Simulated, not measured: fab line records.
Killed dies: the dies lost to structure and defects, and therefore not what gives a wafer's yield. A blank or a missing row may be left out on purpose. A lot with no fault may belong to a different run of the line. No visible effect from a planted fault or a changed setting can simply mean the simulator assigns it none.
Matching of chambers    flow sky130    rieSi-01 running SKY_POLY_GATE_ETCH_17: 4 sister chambers
The step etches poly-Si in HBr/Cl2, stops on SiO2, target depth 180 nm, time 67.32 s. 14 wafers are shown with their chamber, then 7 later ones without.

## EACH WAFER AND ITS CHAMBER
wafer   chamber  heBacksideLeakSccm (sccm)  oesProductAu (a.u.)  throttleValvePct (%)
L625.1  2        2.81                       0.990                33.682
L625.3  1        2.37                       0.997                33.679
L625.4  1        2.38                       0.986                33.685
L627.2  1        2.22                       0.989                33.681
L627.5  2        3.00                       1.000                33.684
L627.6  1        2.42                       0.998                33.681
L631.2  2        2.93                       0.988                33.679
L631.5  0        2.72                       0.987                33.694
L631.6  1        2.39                       0.999                33.684
L639.2  1        2.25                       1.008                33.705
L639.3  3        2.77                       0.988                33.686
L639.6  1        2.40                       1.001                33.698
L641.2  3        3.00                       0.989                33.695
L641.4  1        2.39                       1.002                33.698

SIGNATURES, as means of the wafers listed above
reading             chamber 0  chamber 1  chamber 2  chamber 3  scatter within a chamber
heBacksideLeakSccm  2.7200     2.3525     2.9133     2.8850     0.0915
oesProductAu        0.98700    0.99750    0.99267    0.98850    0.00658
throttleValvePct    33.69400   33.68887   33.68167   33.69050   0.0086
Rule: distance of a wafer from a chamber = root of the sum over the readings of ((wafer's reading minus chamber's mean) / reading's scatter) squared. If the next closest chamber is less than 2 further off than the closest, the wafer can't be placed; otherwise it belongs to the closest. How the scatter is found: for the shown wafers, subtract from each reading the mean of its chamber, square and add these, divide the total by (wafers less chambers), then take the root.

## WAFERS WITHOUT THEIR CHAMBER
wafer   heBacksideLeakSccm (sccm)  oesProductAu (a.u.)  throttleValvePct (%)
L641.5  2.82                       0.990                33.687
L643.3  3.12                       0.992                33.688
L643.5  2.87                       1.003                33.678
L643.6  2.37                       0.983                33.682
L646.2  2.36                       1.004                33.689
L646.3  2.94                       0.993                33.674
L646.4  2.91                       0.999                33.673

## EACH ONE'S CHAMBER
wafer   from the rows above           in truth
L641.5  can't be placed: 3 or 2 or 0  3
L643.3  can't be placed: 2 or 3       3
L643.5  can't be placed: 2 or 3 or 0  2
L643.6  can't be placed: 1 or 0       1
L646.2  1                             1
L646.3  can't be placed: 2 or 3       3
L646.4  can't be placed: 2 or 3       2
Correctly placed: 1 of 7. From these rows, 6 cannot be placed; in 6 the true chamber is one of the candidates. Placed wrongly: 0.
